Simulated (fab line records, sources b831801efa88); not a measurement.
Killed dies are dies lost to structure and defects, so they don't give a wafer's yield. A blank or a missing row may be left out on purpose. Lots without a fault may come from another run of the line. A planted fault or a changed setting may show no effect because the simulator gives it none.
Chamber matching | flow sky130 | SKY_LI_CONTACT_CMP_02 on cmp-02: 4 sister chambers
The step polishes PSG. 16 wafers are shown with their chamber, then 8 later ones without.

WAFERS WITH THEIR CHAMBER
wafer  | chamber | motor_current_A (A) | time_to_endpoint_s (s)
L852.1 | 1       | 11.2                | 32.4
L852.2 | 2       | 11.2                | 33.4
L852.3 | 0       | 10.8                | 35.7
L856.4 | 2       | 11.0                | 34.2
L856.5 | 1       | 11.2                | 36.8
L856.6 | 2       | 11.3                | 33.4
L858.1 | 3       | 11.5                | 33.9
L858.3 | 2       | 11.6                | 31.5
L858.6 | 0       | 10.4                | 35.8
L866.1 | 1       | 11.2                | 34.5
L866.3 | 3       | 11.5                | 33.4
L866.4 | 0       | 11.0                | 36.3
L867.1 | 0       | 10.6                | 34.7
L867.5 | 3       | 11.8                | 35.6
L867.6 | 2       | 12.1                | 34.0
L868.1 | 1       | 11.4                | 34.4

SIGNATURES (means of the wafers above)
reading            | chamber 0 | chamber 1 | chamber 2 | chamber 3 | scatter within a chamber
motor_current_A    | 10.700    | 11.250    | 11.440    | 11.600    | 0.292
time_to_endpoint_s | 35.625    | 34.525    | 33.300    | 34.300    | 1.23
Rule: a wafer's distance from a chamber is the root of the sum, over the readings, of the square of ((its reading less the chamber's mean) divided by the reading's scatter). The wafer belongs to the nearest chamber; if the next one is less than 2 further off, it can't be placed. The scatter: the root of (the sum of the squares of (reading less its chamber's mean) over the shown wafers, divided by (wafers less chambers)).

WAFERS WITHOUT THEIR CHAMBER
wafer  | motor_current_A (A) | time_to_endpoint_s (s)
L868.2 | 11.6                | 34.0
L868.6 | 10.7                | 34.2
L870.1 | 11.1                | 31.6
L870.3 | 10.8                | 33.0
L870.6 | 10.2                | 29.3
L872.1 | 11.5                | 31.7
L872.2 | 11.9                | 30.4
L872.6 | 11.9                | 32.5

WHICH CHAMBER EACH WENT THROUGH
wafer  | from the rows above               | in truth
L868.2 | can't be placed: 3 or 2 or 1      | 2
L868.6 | can't be placed: 0 or 1 or 2 or 3 | 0
L870.1 | can't be placed: 2 or 1 or 3 or 0 | 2
L870.3 | can't be placed: 1 or 0 or 2 or 3 | 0
L870.6 | can't be placed: 2 or 0 or 1 or 3 | 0
L872.1 | can't be placed: 2 or 3 or 1      | 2
L872.2 | can't be placed: 2 or 3 or 1      | 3
L872.6 | can't be placed: 2 or 3 or 1      | 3
Placed correctly: 0 of 8. Can't be placed from these rows: 8 (the true chamber is among the candidates in 8). Placed wrongly: 0.
